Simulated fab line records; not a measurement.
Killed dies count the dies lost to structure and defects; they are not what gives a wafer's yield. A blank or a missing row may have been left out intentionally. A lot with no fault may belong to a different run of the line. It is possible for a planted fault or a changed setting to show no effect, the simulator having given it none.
The tool behind it: which one? || flow sky130 || 12 lots, 36 wafers sampled, at 4 steps of a route of 708

== WHAT THE GAUGES READ, wafer by wafer ==
SKY_LDD_HVP_TW_MEAS_10.
{"lot": "L734", "measured": "day 21 19:22", "on": "film_metro-04", "LDD_HVP_TW": "462.7 461.0 463.0"}
{"lot": "L739", "measured": "day 24 04:52", "on": "film_metro-03", "LDD_HVP_TW": "478.5 479.4 478.8"}
{"lot": "L742", "measured": "day 24 19:11", "on": "film_metro-04", "LDD_HVP_TW": "485.4 484.3 485.5"}
{"lot": "L744", "measured": "day 25 11:57", "on": "film_metro-04", "LDD_HVP_TW": "457.8 456.8 460.5"}
{"lot": "L747", "measured": "day 26 09:02", "on": "film_metro-04", "LDD_HVP_TW": "459.1 460.4 460.1"}
{"lot": "L749", "measured": "day 27 07:24", "on": "film_metro-03", "LDD_HVP_TW": "455.2 456.2 458.0"}
{"lot": "L750", "measured": "day 27 15:23", "on": "film_metro-02", "LDD_HVP_TW": "461.4 462.5 464.5"}
{"lot": "L751", "measured": "day 27 21:01", "on": "film_metro-03", "LDD_HVP_TW": "458.6 458.8 458.3"}
{"lot": "L752", "measured": "day 28 02:10", "on": "film_metro-02", "LDD_HVP_TW": "458.5 457.7 459.9"}
{"lot": "L754", "measured": "day 28 19:03", "on": "film_metro-02", "LDD_HVP_TW": "461.1 459.5 461.3"}
{"lot": "L755", "measured": "day 28 21:51", "on": "film_metro-02", "LDD_HVP_TW": "458.1 460.7 459.1"}
{"lot": "L757", "measured": "day 29 20:48", "on": "film_metro-03", "LDD_HVP_TW": "458.8 460.7 459.7"}

SKY_LDD_LDN_OVL_MEAS_07.
{"lot": "L734", "measured": "day 23 02:16", "on": "overlay-02", "LDD_LDN_OVL (nm)": "-0.7 -0.1 1.2"}
{"lot": "L739", "measured": "day 25 10:01", "on": "overlay-01", "LDD_LDN_OVL (nm)": "1.4 1.6 0.4"}
{"lot": "L742", "measured": "day 26 01:15", "on": "overlay-01", "LDD_LDN_OVL (nm)": "-1.5 -1.3 -0.2"}
{"lot": "L744", "measured": "day 26 17:25", "on": "overlay-01", "LDD_LDN_OVL (nm)": "1.0 -0.8 1.5"}
{"lot": "L747", "measured": "day 27 14:13", "on": "overlay-01", "LDD_LDN_OVL (nm)": "2.6 2.6 1.6"}
{"lot": "L749", "measured": "day 28 12:16", "on": "overlay-02", "LDD_LDN_OVL (nm)": "0.6 -0.6 -1.9"}
{"lot": "L750", "measured": "day 28 19:40", "on": "overlay-02", "LDD_LDN_OVL (nm)": "-0.3 0.8 -0.5"}
{"lot": "L751", "measured": "day 29 00:28", "on": "overlay-02", "LDD_LDN_OVL (nm)": "1.4 1.6 1.1"}
{"lot": "L752", "measured": "day 29 06:52", "on": "overlay-02", "LDD_LDN_OVL (nm)": "-2.7 -2.5 -3.4"}
{"lot": "L754", "measured": "day 29 23:28", "on": "overlay-01", "LDD_LDN_OVL (nm)": "2.4 1.7 0.9"}
{"lot": "L755", "measured": "day 30 01:40", "on": "overlay-02", "LDD_LDN_OVL (nm)": "0.7 1.8 1.2"}
{"lot": "L757", "measured": "day 31 00:55", "on": "overlay-02", "LDD_LDN_OVL (nm)": "1.0 2.7 1.2"}

== EACH LOT AND THE TOOL THAT RAN IT (in order: tool; ch and the chambers of the sampled wafers; start) ==
{"lot": "L734", "SKY_GATE_OXIDE_STRIP_13": "plasma_asher-04 ch 0, day 14 02:08", "SKY_LDD_HVP_IMPLANT_08": "implanter-02 ch 0, day 21 19:07"}
{"lot": "L739", "SKY_GATE_OXIDE_STRIP_13": "plasma_asher-04 ch 0,1, day 16 06:07", "SKY_LDD_HVP_IMPLANT_08": "implanter-03 ch 0, day 24 04:37"}
{"lot": "L742", "SKY_GATE_OXIDE_STRIP_13": "plasma_asher-03 ch 0,1, day 16 21:23", "SKY_LDD_HVP_IMPLANT_08": "implanter-03 ch 0, day 24 18:56"}
{"lot": "L744", "SKY_GATE_OXIDE_STRIP_13": "plasma_asher-04 ch 0,1, day 17 09:27", "SKY_LDD_HVP_IMPLANT_08": "implanter-01 ch 0, day 25 11:42"}
{"lot": "L747", "SKY_GATE_OXIDE_STRIP_13": "plasma_asher-04 ch 0,1, day 18 10:30", "SKY_LDD_HVP_IMPLANT_08": "implanter-01 ch 0, day 26 08:47"}
{"lot": "L749", "SKY_GATE_OXIDE_STRIP_13": "plasma_asher-04 ch 0,1, day 19 07:10", "SKY_LDD_HVP_IMPLANT_08": "implanter-01 ch 0, day 27 07:09"}
{"lot": "L750", "SKY_GATE_OXIDE_STRIP_13": "plasma_asher-04 ch 1, day 19 16:52", "SKY_LDD_HVP_IMPLANT_08": "implanter-03 ch 0, day 27 15:08"}
{"lot": "L751", "SKY_GATE_OXIDE_STRIP_13": "plasma_asher-04 ch 0,1, day 20 00:16", "SKY_LDD_HVP_IMPLANT_08": "implanter-03 ch 0, day 27 20:47"}
{"lot": "L752", "SKY_GATE_OXIDE_STRIP_13": "plasma_asher-03 ch 0,1, day 20 03:38", "SKY_LDD_HVP_IMPLANT_08": "implanter-02 ch 0, day 28 01:48"}
{"lot": "L754", "SKY_GATE_OXIDE_STRIP_13": "plasma_asher-03 ch 0,1, day 20 19:06", "SKY_LDD_HVP_IMPLANT_08": "implanter-03 ch 0, day 28 18:48"}
{"lot": "L755", "SKY_GATE_OXIDE_STRIP_13": "plasma_asher-04 ch 0,1, day 21 01:19", "SKY_LDD_HVP_IMPLANT_08": "implanter-03 ch 0, day 28 21:37"}
{"lot": "L757", "SKY_GATE_OXIDE_STRIP_13": "plasma_asher-02 ch 0,1, day 21 22:52", "SKY_LDD_HVP_IMPLANT_08": "implanter-01 ch 0, day 29 20:36"}
- SKY_GATE_OXIDE_STRIP_13: strips in O2/N2.
- SKY_LDD_HVP_IMPLANT_08

== WHAT THE TOOLS THEMSELVES READ (means of the sampled wafers that have a number; where no wafer has one, the mark that the record gives instead) ==
SKY_GATE_OXIDE_STRIP_13.
{"lot": "L734", "tool": "plasma_asher-04", "drypump_motor_current_A (A)": 6.3, "oes_product_au (a.u.)": 0.717, "strip_time_to_endpoint_s (s)": 14.17}
{"lot": "L739", "tool": "plasma_asher-04", "drypump_motor_current_A (A)": 6.2, "oes_product_au (a.u.)": 0.715, "strip_time_to_endpoint_s (s)": 14.14}
{"lot": "L742", "tool": "plasma_asher-03", "drypump_motor_current_A (A)": 5.9, "oes_product_au (a.u.)": 0.718, "strip_time_to_endpoint_s (s)": 14.12}
{"lot": "L744", "tool": "plasma_asher-04", "drypump_motor_current_A (A)": 6.2, "oes_product_au (a.u.)": 0.712, "strip_time_to_endpoint_s (s)": 14.22}
{"lot": "L747", "tool": "plasma_asher-04", "drypump_motor_current_A (A)": 6.1, "oes_product_au (a.u.)": 0.715, "strip_time_to_endpoint_s (s)": 14.21}
{"lot": "L749", "tool": "plasma_asher-04", "drypump_motor_current_A (A)": 6.2, "oes_product_au (a.u.)": 0.721, "strip_time_to_endpoint_s (s)": 14.16}
{"lot": "L750", "tool": "plasma_asher-04", "drypump_motor_current_A (A)": 5.8, "oes_product_au (a.u.)": 0.716, "strip_time_to_endpoint_s (s)": 14.20}
{"lot": "L751", "tool": "plasma_asher-04", "drypump_motor_current_A (A)": 6.0, "oes_product_au (a.u.)": 0.718, "strip_time_to_endpoint_s (s)": 14.27}
{"lot": "L752", "tool": "plasma_asher-03", "drypump_motor_current_A (A)": 5.9, "oes_product_au (a.u.)": 0.717, "strip_time_to_endpoint_s (s)": 14.21}
{"lot": "L754", "tool": "plasma_asher-03", "drypump_motor_current_A (A)": 6.2, "oes_product_au (a.u.)": 0.718, "strip_time_to_endpoint_s (s)": 14.15}
{"lot": "L755", "tool": "plasma_asher-04", "drypump_motor_current_A (A)": 6.0, "oes_product_au (a.u.)": 0.714, "strip_time_to_endpoint_s (s)": 14.18}
{"lot": "L757", "tool": "plasma_asher-02", "drypump_motor_current_A (A)": 5.8, "oes_product_au (a.u.)": 0.716, "strip_time_to_endpoint_s (s)": 14.19}

SKY_LDD_HVP_IMPLANT_08.
{"lot": "L734", "tool": "implanter-02", "beam_on_s (s)": 9.91, "faraday_current_uA": 96.6}
{"lot": "L739", "tool": "implanter-03", "beam_on_s (s)": 11.96, "faraday_current_uA": 80.0}
{"lot": "L742", "tool": "implanter-03", "beam_on_s (s)": 11.96, "faraday_current_uA": 80.3}
{"lot": "L744", "tool": "implanter-01", "beam_on_s (s)": 10.13, "faraday_current_uA": 94.6}
{"lot": "L747", "tool": "implanter-01", "beam_on_s (s)": 9.86, "faraday_current_uA": 97.5}
{"lot": "L749", "tool": "implanter-01", "beam_on_s (s)": 9.93, "faraday_current_uA": 96.8}
{"lot": "L750", "tool": "implanter-03", "beam_on_s (s)": 10.09, "faraday_current_uA": 94.8}
{"lot": "L751", "tool": "implanter-03", "beam_on_s (s)": 10.28, "faraday_current_uA": 93.6}
{"lot": "L752", "tool": "implanter-02", "beam_on_s (s)": 10.04, "faraday_current_uA": 95.6}
{"lot": "L754", "tool": "implanter-03", "beam_on_s (s)": 9.89, "faraday_current_uA": 96.9}
{"lot": "L755", "tool": "implanter-03", "beam_on_s (s)": 10.00, "faraday_current_uA": 95.6}
{"lot": "L757", "tool": "implanter-01", "beam_on_s (s)": 10.10, "faraday_current_uA": 95.0}

== THE ANSWER, worked out from the rows above alone ==
Rule: what is usual is taken from the lots themselves. Put in order of their means at a reading, lots are off if they are a third of the lots or fewer, leave a main group of 4 or more, and stand apart from it by a gap of 3 or more times the standard deviation of the main group's means; of several such gaps the widest counts. A main group whose means are all the same, to the digits that the tables above print for the reading, isn't used. Also off: a lot with no number at a reading for which 4 or more lots have one. Any other lot the step has rows for is counted as sound. Order of review: gauges by route order, followed by the tools' own readings, for which a lot's mean as printed above is used. At the first step where some lot is off, the reading lying furthest off is the one used; lots without a number count as furthest.
Off: at SKY_LDD_HVP_TW_MEAS_10 (LDD_HVP_TW), L739, L742. Main group: mean 459.7, sd 1.8.
If a tool, at a process step before that reading, ran all the lots that are off and no sound lot after the first of them, it fits. The gauges at SKY_LDD_HVP_TW_MEAS_10 aren't tried: what is off there is off at SKY_LDD_HVP_IMPLANT_08 too, on other tools, and a gauge's error can't cause that. Of those tried, none fits.

== WHAT THE SIMULATOR PUT IN ==
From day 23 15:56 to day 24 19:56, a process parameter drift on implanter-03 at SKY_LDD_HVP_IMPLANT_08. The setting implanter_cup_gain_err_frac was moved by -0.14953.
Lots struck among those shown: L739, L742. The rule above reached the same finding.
